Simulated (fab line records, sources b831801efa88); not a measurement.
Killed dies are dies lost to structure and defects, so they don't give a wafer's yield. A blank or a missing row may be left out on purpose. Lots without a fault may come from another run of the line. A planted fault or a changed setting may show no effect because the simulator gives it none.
Which tool did it? | flow sfq_line | 7 lots, 21 wafers sampled, at 1 step of a route of 325

WHAT THE GAUGES READ, wafer by wafer
SFQ_INCOMING_BOW_MEAS_900.
lot  | measured    | on            | INCOMING_BOW (um)
L672 | day 1 15:00 | film_metro-03 | -3 2 -3
L676 | day 2 11:00 | film_metro-03 | 3 -2 13
L679 | day 3 02:04 | film_metro-03 | -3 2 1
L682 | day 3 17:00 | film_metro-04 | 11 -12 14
L684 | day 4 03:00 | film_metro-04 | 3 4 -12
L686 | day 4 13:00 | film_metro-01 | 7 -6 -2
L694 | day 6 05:01 | film_metro-04 | -5 -11 3

WHICH TOOL RAN EACH LOT (tool, then ch and the chambers of the sampled wafers, then the start)
The record holds no process step before these readings.

THE ANSWER, worked out from the rows above alone
Rule: what is usual is taken from the lots themselves. Put in order of their means at a reading, lots are off if they are a third of the lots or fewer, leave a main group of 4 or more, and stand apart from it by a gap of 3 or more times the standard deviation of the main group's means; of several such gaps the widest counts. A main group whose means are all the same, to the digits that the tables above print for the reading, isn't used. A lot without any number at a reading at which 4 lots or more have one is off too. The other lots that the step has rows for count as sound.
No lot is off at any reading shown: from this, nothing can be told.

WHAT THE SIMULATOR HAD PUT IN
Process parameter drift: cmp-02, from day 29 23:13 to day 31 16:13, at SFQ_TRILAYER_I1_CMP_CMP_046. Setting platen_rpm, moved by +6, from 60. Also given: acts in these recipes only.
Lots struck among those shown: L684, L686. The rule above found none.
